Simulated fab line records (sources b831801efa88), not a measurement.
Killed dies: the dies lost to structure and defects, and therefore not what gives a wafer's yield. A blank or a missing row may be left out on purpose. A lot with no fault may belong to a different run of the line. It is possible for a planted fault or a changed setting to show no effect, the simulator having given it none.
Matching of chambers -- flow sky130 -- 4 sister chambers for SKY_VIA1_CMP_24 on cmp-01
The step polishes, stops on SiO2, t overpolish 15 s, target thk 0 nm. 4 wafers are shown with their chamber, then 7 later ones without.

WAFERS, EACH WITH ITS CHAMBER
wafer,chamber,motor-current-A (A)
L418.2,3,10.6
L419.3,0,9.1
L419.5,2,12.0
L419.6,1,10.2

WAFERS WITH NO CHAMBER GIVEN
wafer,motor-current-A (A)
L422.1,10.5
L422.5,10.1
L422.6,9.3
L423.3,13.1
L423.5,10.7
L423.6,9.3
L425.2,8.8

THE CHAMBER EACH PASSED THROUGH
wafer,from the rows above,in truth
L422.1,can't be placed: 3 or 1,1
L422.5,can't be placed: 1 or 3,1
L422.6,can't be placed: 0 or 1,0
L423.3,2,2
L423.5,can't be placed: 3 or 1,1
L423.6,can't be placed: 0 or 1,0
L425.2,0,0
Placed correctly: 2 of 7. Unplaceable from these rows: 5, with the true chamber sitting among the candidates in 5. 0 placed wrongly.
How it was worked out, from the rows above alone: a wafer's distance from a chamber is the root of the sum, over the readings, of the square of ((its reading less the chamber's mean) divided by the reading's scatter). The wafer belongs to the nearest chamber; if the next one is less than 2 further off, it can't be placed. Each chamber's mean is taken over the wafers shown for it. The scatter (one wafer shown for each chamber): square how far every hidden wafer sits from the nearest shown wafer, average those squares and take the square root.
